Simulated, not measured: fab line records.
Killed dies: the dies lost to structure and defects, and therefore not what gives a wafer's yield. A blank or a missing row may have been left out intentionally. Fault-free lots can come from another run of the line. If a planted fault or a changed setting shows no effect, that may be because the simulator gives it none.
A struck lot beside a sound one || flow gf180mcu || 14 steps out of a route of 602
Sound: the wafers L216.2, L216.4, L216.5. Struck: wafers L220.2, L220.3, L220.5. At the end, the cause is stated.
Each step with rows lists, per side, the tool, then ch with its chambers, then its first start. Under that, the readings that differ: sound wafers || struck wafers || difference of the means || sigmas: that difference in standard deviations of wafers without a fault.
alike: readings with means less than 2 such deviations apart, plus words and numbers identical on both sides. not compared: withheld readings, readings lacking a value on some wafer, bounds such as >300 that could conceal the same value, and numbers that have no deviation in the record and whose values overlap.
Wherever a step has rows on one side only, a row that says differs or no value, or a row with sigmas, the two part there. When numbers do not overlap yet have no deviation, they are printed without sigmas and do not part them. Lack of a reading on every wafer of one side parts them only where that side has two or more wafers.

first, 4 steps without rows for these wafers: GF_V1_SOFTBAKE_10 (time 60 s); GF_V1_EXPOSE_11 (exposes mask Via1, target cd 260 nm); GF_V1_PEB_12 (peb time 90 s); GF_V1_DEVELOP_13 (develop time 60 s).
GF_V1_CD_MEAS_14: target cd 260 nm.
  struck on cdSem-01, day 24 02:06; sound on cdSem-01, day 22 20:08
{"reading": "cdNm (nm)", "sound": "256.7 258.1 257.9", "struck": "260.8 261.9 259.1", "difference": "+3.0", "sigmas": "+2"}
GF_V1_OVL_MEAS_15:
  struck on overlay-02, day 24 02:13; sound on overlay-02, day 22 20:14
  alike: V1_OVL
GF_V1_ETCH_16: etches BARC in N2/H2.
  sound on rieDiel-04 ch 0,1, day 22 20:16; struck on rieDiel-03 ch 1,2,3, day 24 02:14
  alike: drypumpMotorCurrentA, oesProductAu, throttleValvePct
GF_V1_ETCH_17: etches SiO2 in C4F8/O2/Ar, stops on TiN, target depth 630 nm.
  sound: rieDiel-04 ch 0,1; struck: rieDiel-03 ch 1,2,3
  alike: oesProductAu
GF_V1_STRIP_18: strips in O2/N2.
  sound on plasmaAsher-04 ch 0,1, day 22 20:23; struck on plasmaAsher-02 ch 0,1, day 24 02:22
  alike: drypumpMotorCurrentA, heaterPowerW, oesProductAu
  not compared: rfHoursCounterH
then, 2 steps without rows for these wafers: GF_V1_STRIP_19 (strips in post etch residue remover, time 1200 s); GF_V1_CLEAN_20 (cleans in DIW).
GF_V1_SPUTTER_21: material Ti, target thk 15 nm, time 80.02 s.
  struck on pvdSputter-02, day 24 02:56; sound on pvdSputter-02, day 22 20:58
  alike: cathodeDcPowerW, chamberPressurePa, throttleValvePct
GF_V1_SPUTTER_22: material TiN, target thk 10 nm, time 40 s.
  struck on pvdSputter-02, day 24 02:59; sound on pvdSputter-02, day 22 21:01
  no value came back on the struck wafers for cathodeDcPowerW (W), chamberPressurePa (Pa), throttleValvePct (%), timeS (s); on the sound wafers cathodeDcPowerW (W) reads 4000.1 3998.6 3999.3
GF_V1_CVD_23: deposits W, target thk 350 nm, time 105.05 s.
  sound on cvdW-02 ch 0, day 22 21:04; struck on cvdW-01 ch 0,1, day 24 03:02
  alike: heaterPowerOuterW, heaterPowerW

## WHERE THEY PART
Last at GF_V1_SPUTTER_22 as far as this record goes, first at GF_V1_CD_MEAS_14. Later steps at which nothing parts them and some readings are alike: GF_V1_CVD_23.

WHY: the cause the simulator had injected
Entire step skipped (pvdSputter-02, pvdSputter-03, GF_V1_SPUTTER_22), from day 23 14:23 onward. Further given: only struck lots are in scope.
